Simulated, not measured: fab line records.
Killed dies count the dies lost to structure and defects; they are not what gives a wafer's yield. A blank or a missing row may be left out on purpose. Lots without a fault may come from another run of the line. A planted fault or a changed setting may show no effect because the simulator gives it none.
Which tool did it? || flow sky130 || 11 lots, 33 wafers sampled, at 5 steps of a route of 708

== WHAT THE GAUGES SHOWED, per wafer ==
Not one reading of a measure or inspect step in the record can be checked against a usual standard deviation.

== WHICH TOOL RAN EACH LOT (tool, then ch and the chambers of the sampled wafers, then the start) ==
{"lot": "L676", "SKY_VIA3_ETCH_15": "rie-diel-03 ch 1,2,3, day 39 01:59", "SKY_VIA3_STRIP_16": "plasma-asher-01 ch 0,1, day 39 02:03", "SKY_VIA3_SPUTTER_20": "pvd-sputter-04, day 39 02:38", "SKY_METAL4_SPUTTER_01": "pvd-sputter-02, day 39 03:20", "SKY_PAD_OPEN_PROBE_99": "-"}
{"lot": "L679", "SKY_VIA3_ETCH_15": "rie-diel-03 ch 0,1,3, day 40 04:11", "SKY_VIA3_STRIP_16": "plasma-asher-04 ch 0,1, day 40 04:15", "SKY_VIA3_SPUTTER_20": "pvd-sputter-03, day 40 04:53", "SKY_METAL4_SPUTTER_01": "pvd-sputter-02, day 40 05:41", "SKY_PAD_OPEN_PROBE_99": "-"}
{"lot": "L681", "SKY_VIA3_ETCH_15": "rie-diel-02 ch 0,1,3, day 40 22:23", "SKY_VIA3_STRIP_16": "plasma-asher-04 ch 0,1, day 40 22:26", "SKY_VIA3_SPUTTER_20": "pvd-sputter-04, day 40 23:02", "SKY_METAL4_SPUTTER_01": "pvd-sputter-03, day 40 23:43", "SKY_PAD_OPEN_PROBE_99": "prober-02, day 46 19:35"}
{"lot": "L684", "SKY_VIA3_ETCH_15": "rie-diel-03 ch 0,1,2, day 41 22:56", "SKY_VIA3_STRIP_16": "plasma-asher-04 ch 0,1, day 41 22:59", "SKY_VIA3_SPUTTER_20": "pvd-sputter-04, day 41 23:35", "SKY_METAL4_SPUTTER_01": "pvd-sputter-02, day 42 00:17", "SKY_PAD_OPEN_PROBE_99": "-"}
{"lot": "L685", "SKY_VIA3_ETCH_15": "rie-diel-01 ch 0,1,2, day 42 19:59", "SKY_VIA3_STRIP_16": "plasma-asher-03 ch 0,1, day 42 20:02", "SKY_VIA3_SPUTTER_20": "pvd-sputter-04, day 42 20:40", "SKY_METAL4_SPUTTER_01": "pvd-sputter-04, day 42 21:21", "SKY_PAD_OPEN_PROBE_99": "-"}
{"lot": "L686", "SKY_VIA3_ETCH_15": "rie-diel-03 ch 0,2,3, day 42 20:56", "SKY_VIA3_STRIP_16": "plasma-asher-01 ch 0,1, day 42 20:59", "SKY_VIA3_SPUTTER_20": "pvd-sputter-04, day 42 21:37", "SKY_METAL4_SPUTTER_01": "pvd-sputter-04, day 42 22:18", "SKY_PAD_OPEN_PROBE_99": "prober-01, day 48 04:11"}
{"lot": "L687", "SKY_VIA3_ETCH_15": "rie-diel-03 ch 0,2,3, day 42 23:59", "SKY_VIA3_STRIP_16": "plasma-asher-03 ch 0,1, day 43 00:05", "SKY_VIA3_SPUTTER_20": "pvd-sputter-04, day 43 00:38", "SKY_METAL4_SPUTTER_01": "pvd-sputter-04, day 43 01:20", "SKY_PAD_OPEN_PROBE_99": "prober-02, day 48 09:17"}
{"lot": "L688", "SKY_VIA3_ETCH_15": "rie-diel-02 ch 1,2, day 43 12:41", "SKY_VIA3_STRIP_16": "plasma-asher-01 ch 0,1, day 43 12:44", "SKY_VIA3_SPUTTER_20": "pvd-sputter-04, day 43 13:20", "SKY_METAL4_SPUTTER_01": "pvd-sputter-02, day 43 14:01", "SKY_PAD_OPEN_PROBE_99": "-"}
{"lot": "L697", "SKY_VIA3_ETCH_15": "rie-diel-03 ch 0,1,3, day 46 01:05", "SKY_VIA3_STRIP_16": "plasma-asher-04 ch 0,1, day 46 01:09", "SKY_VIA3_SPUTTER_20": "pvd-sputter-03, day 46 01:44", "SKY_METAL4_SPUTTER_01": "pvd-sputter-02, day 46 02:50", "SKY_PAD_OPEN_PROBE_99": "-"}
{"lot": "L698", "SKY_VIA3_ETCH_15": "rie-diel-02 ch 0,1,3, day 46 01:34", "SKY_VIA3_STRIP_16": "plasma-asher-01 ch 0,1, day 46 01:37", "SKY_VIA3_SPUTTER_20": "pvd-sputter-01, day 46 02:13", "SKY_METAL4_SPUTTER_01": "pvd-sputter-04, day 46 03:26", "SKY_PAD_OPEN_PROBE_99": "-"}
{"lot": "L699", "SKY_VIA3_ETCH_15": "rie-diel-01 ch 0,3, day 46 11:08", "SKY_VIA3_STRIP_16": "plasma-asher-01 ch 0,1, day 46 11:11", "SKY_VIA3_SPUTTER_20": "pvd-sputter-03, day 46 11:47", "SKY_METAL4_SPUTTER_01": "pvd-sputter-04, day 46 12:29", "SKY_PAD_OPEN_PROBE_99": "-"}
- SKY_VIA3_ETCH_15: etches SiO2 in C4F8/O2/Ar, stops on TiN, target depth 507 nm, time 78 s.
- SKY_VIA3_STRIP_16: strips in O2/N2.
- SKY_VIA3_SPUTTER_20: material TiN, target thk 20 nm, time 80 s.
- SKY_METAL4_SPUTTER_01: material TiN, target thk 20 nm, time 17.31 s.
- SKY_PAD_OPEN_PROBE_99

== AS READ BY THE TOOLS THEMSELVES (means over the sampled wafers that have a number; for cases with no such wafer, the mark the record gives instead) ==
SKY_VIA3_ETCH_15.
{"lot": "L676", "tool": "rie-diel-03", "chamber-pressure-mTorr (mTorr)": 40.02, "oes-product-au (a.u.)": 0.948}
{"lot": "L679", "tool": "rie-diel-03", "chamber-pressure-mTorr (mTorr)": 40.02, "oes-product-au (a.u.)": 0.952}
{"lot": "L681", "tool": "rie-diel-02", "chamber-pressure-mTorr (mTorr)": 40.01, "oes-product-au (a.u.)": 0.947}
{"lot": "L684", "tool": "rie-diel-03", "chamber-pressure-mTorr (mTorr)": 40.02, "oes-product-au (a.u.)": 0.944}
{"lot": "L685", "tool": "rie-diel-01", "chamber-pressure-mTorr (mTorr)": 39.97, "oes-product-au (a.u.)": 0.948}
{"lot": "L686", "tool": "rie-diel-03", "chamber-pressure-mTorr (mTorr)": 39.98, "oes-product-au (a.u.)": 0.947}
{"lot": "L687", "tool": "rie-diel-03", "chamber-pressure-mTorr (mTorr)": 40.00, "oes-product-au (a.u.)": 0.945}
{"lot": "L688", "tool": "rie-diel-02", "chamber-pressure-mTorr (mTorr)": 39.99, "oes-product-au (a.u.)": 0.948}
{"lot": "L697", "tool": "rie-diel-03", "chamber-pressure-mTorr (mTorr)": 40.04, "oes-product-au (a.u.)": 0.941}
{"lot": "L698", "tool": "rie-diel-02", "chamber-pressure-mTorr (mTorr)": 39.97, "oes-product-au (a.u.)": 0.945}
{"lot": "L699", "tool": "rie-diel-01", "chamber-pressure-mTorr (mTorr)": 39.98, "oes-product-au (a.u.)": 0.946}

SKY_VIA3_STRIP_16.
{"lot": "L676", "tool": "plasma-asher-01", "chamber-pressure-mTorr (mTorr)": 1499.9, "drypump-motor-current-A (A)": 5.4, "oes-product-au (a.u.)": 0.402, "strip-time-to-endpoint-s (s)": 4.139}
{"lot": "L679", "tool": "plasma-asher-04", "chamber-pressure-mTorr (mTorr)": 1500.6, "drypump-motor-current-A (A)": 5.6, "oes-product-au (a.u.)": 0.397, "strip-time-to-endpoint-s (s)": 4.108}
{"lot": "L681", "tool": "plasma-asher-04", "chamber-pressure-mTorr (mTorr)": 1500.2, "drypump-motor-current-A (A)": 5.6, "oes-product-au (a.u.)": 0.401, "strip-time-to-endpoint-s (s)": 4.120}
{"lot": "L684", "tool": "plasma-asher-04", "chamber-pressure-mTorr (mTorr)": 1499.3, "drypump-motor-current-A (A)": 5.3, "oes-product-au (a.u.)": 0.403, "strip-time-to-endpoint-s (s)": 4.116}
{"lot": "L685", "tool": "plasma-asher-03", "chamber-pressure-mTorr (mTorr)": 1499.7, "drypump-motor-current-A (A)": 5.9, "oes-product-au (a.u.)": 0.404, "strip-time-to-endpoint-s (s)": 4.122}
{"lot": "L686", "tool": "plasma-asher-01", "chamber-pressure-mTorr (mTorr)": 1498.9, "drypump-motor-current-A (A)": 5.6, "oes-product-au (a.u.)": 0.395, "strip-time-to-endpoint-s (s)": 4.106}
{"lot": "L687", "tool": "plasma-asher-03", "chamber-pressure-mTorr (mTorr)": 1498.9, "drypump-motor-current-A (A)": 5.9, "oes-product-au (a.u.)": 0.401, "strip-time-to-endpoint-s (s)": 4.108}
{"lot": "L688", "tool": "plasma-asher-01", "chamber-pressure-mTorr (mTorr)": 1500.0, "drypump-motor-current-A (A)": 5.4, "oes-product-au (a.u.)": 0.400, "strip-time-to-endpoint-s (s)": 4.131}
{"lot": "L697", "tool": "plasma-asher-04", "chamber-pressure-mTorr (mTorr)": 1500.0, "drypump-motor-current-A (A)": 5.3, "oes-product-au (a.u.)": 0.401, "strip-time-to-endpoint-s (s)": 4.154}
{"lot": "L698", "tool": "plasma-asher-01", "chamber-pressure-mTorr (mTorr)": 1501.1, "drypump-motor-current-A (A)": 5.4, "oes-product-au (a.u.)": 0.404, "strip-time-to-endpoint-s (s)": 4.139}
{"lot": "L699", "tool": "plasma-asher-01", "chamber-pressure-mTorr (mTorr)": 1499.4, "drypump-motor-current-A (A)": 5.4, "oes-product-au (a.u.)": 0.405, "strip-time-to-endpoint-s (s)": 4.117}

SKY_VIA3_SPUTTER_20.
{"lot": "L676", "tool": "pvd-sputter-04", "cathode-dc-power-W (W)": 4000.4, "throttle-valve-pct (%)": 29.2}
{"lot": "L679", "tool": "pvd-sputter-03", "cathode-dc-power-W (W)": 4000.2, "throttle-valve-pct (%)": 29.5}
{"lot": "L681", "tool": "pvd-sputter-04", "cathode-dc-power-W (W)": 4000.2, "throttle-valve-pct (%)": 29.3}
{"lot": "L684", "tool": "pvd-sputter-04", "cathode-dc-power-W (W)": 4000.3, "throttle-valve-pct (%)": 29.7}
{"lot": "L685", "tool": "pvd-sputter-04", "cathode-dc-power-W (W)": 4000.2, "throttle-valve-pct (%)": 29.1}
{"lot": "L686", "tool": "pvd-sputter-04", "cathode-dc-power-W (W)": 3589.9, "throttle-valve-pct (%)": 29.1}
{"lot": "L687", "tool": "pvd-sputter-04", "cathode-dc-power-W (W)": 3590.0, "throttle-valve-pct (%)": 29.1}
{"lot": "L688", "tool": "pvd-sputter-04", "cathode-dc-power-W (W)": 3590.3, "throttle-valve-pct (%)": 29.1}
{"lot": "L697", "tool": "pvd-sputter-03", "cathode-dc-power-W (W)": 3999.9, "throttle-valve-pct (%)": 29.4}
{"lot": "L698", "tool": "pvd-sputter-01", "cathode-dc-power-W (W)": 4000.4, "throttle-valve-pct (%)": 30.5}
{"lot": "L699", "tool": "pvd-sputter-03", "cathode-dc-power-W (W)": 3999.0, "throttle-valve-pct (%)": 29.7}

SKY_METAL4_SPUTTER_01.
{"lot": "L676", "tool": "pvd-sputter-02", "cathode-dc-power-W (W)": 6499.7, "throttle-valve-pct (%)": 30.9}
{"lot": "L679", "tool": "pvd-sputter-02", "cathode-dc-power-W (W)": 6499.7, "throttle-valve-pct (%)": 30.5}
{"lot": "L681", "tool": "pvd-sputter-03", "cathode-dc-power-W (W)": 6499.6, "throttle-valve-pct (%)": 29.3}
{"lot": "L684", "tool": "pvd-sputter-02", "cathode-dc-power-W (W)": 6499.0, "throttle-valve-pct (%)": 30.3}
{"lot": "L685", "tool": "pvd-sputter-04", "cathode-dc-power-W (W)": 6500.2, "throttle-valve-pct (%)": 29.7}
{"lot": "L686", "tool": "pvd-sputter-04", "cathode-dc-power-W (W)": 6500.7, "throttle-valve-pct (%)": 29.1}
{"lot": "L687", "tool": "pvd-sputter-04", "cathode-dc-power-W (W)": 6499.3, "throttle-valve-pct (%)": 29.2}
{"lot": "L688", "tool": "pvd-sputter-02", "cathode-dc-power-W (W)": 6499.0, "throttle-valve-pct (%)": 30.2}
{"lot": "L697", "tool": "pvd-sputter-02", "cathode-dc-power-W (W)": 6500.5, "throttle-valve-pct (%)": 30.6}
{"lot": "L698", "tool": "pvd-sputter-04", "cathode-dc-power-W (W)": 6500.4, "throttle-valve-pct (%)": 29.4}
{"lot": "L699", "tool": "pvd-sputter-04", "cathode-dc-power-W (W)": 6499.8, "throttle-valve-pct (%)": 29.8}

SKY_PAD_OPEN_PROBE_99.
{"lot": "L681", "tool": "prober-02", "defect-limited-yield (%)": 84.4, "killed_at_M0_to_M3": 36, "killed_at_M4_up": 2.0, "killed-at-contacts": 22, "killed-at-front-end": 17, "killed-at-other": 0.3, "killed-dies": 77, "killed-open": 44, "killed-short": 33, "sort_bin_3_pad_short (%)": 0.9, "sort_bin_5_function (%)": 8.8, "sort_bin_6_memory (%)": 5.8, "sort-n-pass": 415, "sort-yield-pct (%)": 84.4}
{"lot": "L686", "tool": "prober-01", "defect-limited-yield (%)": 82.2, "killed_at_M0_to_M3": 46, "killed_at_M4_up": 4.0, "killed-at-contacts": 22, "killed-at-front-end": 15, "killed-at-other": 0.3, "killed-dies": 87, "killed-open": 49, "killed-short": 38, "sort_bin_3_pad_short (%)": 0.9, "sort_bin_5_function (%)": 9.7, "sort_bin_6_memory (%)": 7.0, "sort-n-pass": 405, "sort-yield-pct (%)": 82.2}
{"lot": "L687", "tool": "prober-02", "defect-limited-yield (%)": 81.7, "killed_at_M0_to_M3": 49, "killed_at_M4_up": 3.7, "killed-at-contacts": 22, "killed-at-front-end": 14, "killed-at-other": 0.3, "killed-dies": 90, "killed-open": 49, "killed-short": 41, "sort_bin_3_pad_short (%)": 1.1, "sort_bin_5_function (%)": 10.4, "sort_bin_6_memory (%)": 6.7, "sort-n-pass": 402, "sort-yield-pct (%)": 81.7}

== THE ANSWER, worked out from the rows above alone ==
Rule: what is usual is taken from the lots themselves. Put in order of their means at a reading, lots are off if they are a third of the lots or fewer, leave a main group of 4 or more, and stand apart from it by a gap of 3 or more times the standard deviation of the main group's means; of several such gaps the widest counts. If all means in a main group match to the digits the tables above print for the reading, that group is not used. A lot without any number at a reading at which 4 lots or more have one is off too. The other lots that the step has rows for count as sound. After the gauges, taken in route order, come the tools' own readings; for these a lot's mean is taken, as printed above. At the first step where some lot is off, the reading lying furthest off is the one used; lots without a number count as furthest.
Off at SKY_VIA3_SPUTTER_20 (cathode-dc-power-W): L686, L687, L688. The main group has a mean of 4000.1 W with a standard deviation of 0.43.
A tool fits if, at that step or a process step before it, it ran every lot that is off, and no sound lot after the first of them. One fits: pvd-sputter-04 at SKY_VIA3_SPUTTER_20. Its last sound lot is L685 (day 42 20:40), its first lot that is off L686 (day 42 21:37): a fault that began between those two fits.
On the lots that are off, the tool's own readings at SKY_VIA3_SPUTTER_20 differ by more than 5 times the standard deviation of the sound lots' means, which bears it out; cathode-dc-power-W reads 3590.1 W there versus 4000.1 W on the sound lots.

== WHAT THE SIMULATOR PUT IN ==
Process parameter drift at SKY_VIA3_SPUTTER_20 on pvd-sputter-04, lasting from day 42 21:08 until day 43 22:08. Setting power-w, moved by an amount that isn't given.
Lots struck among those shown: L686, L687, L688. The rule above found the same.
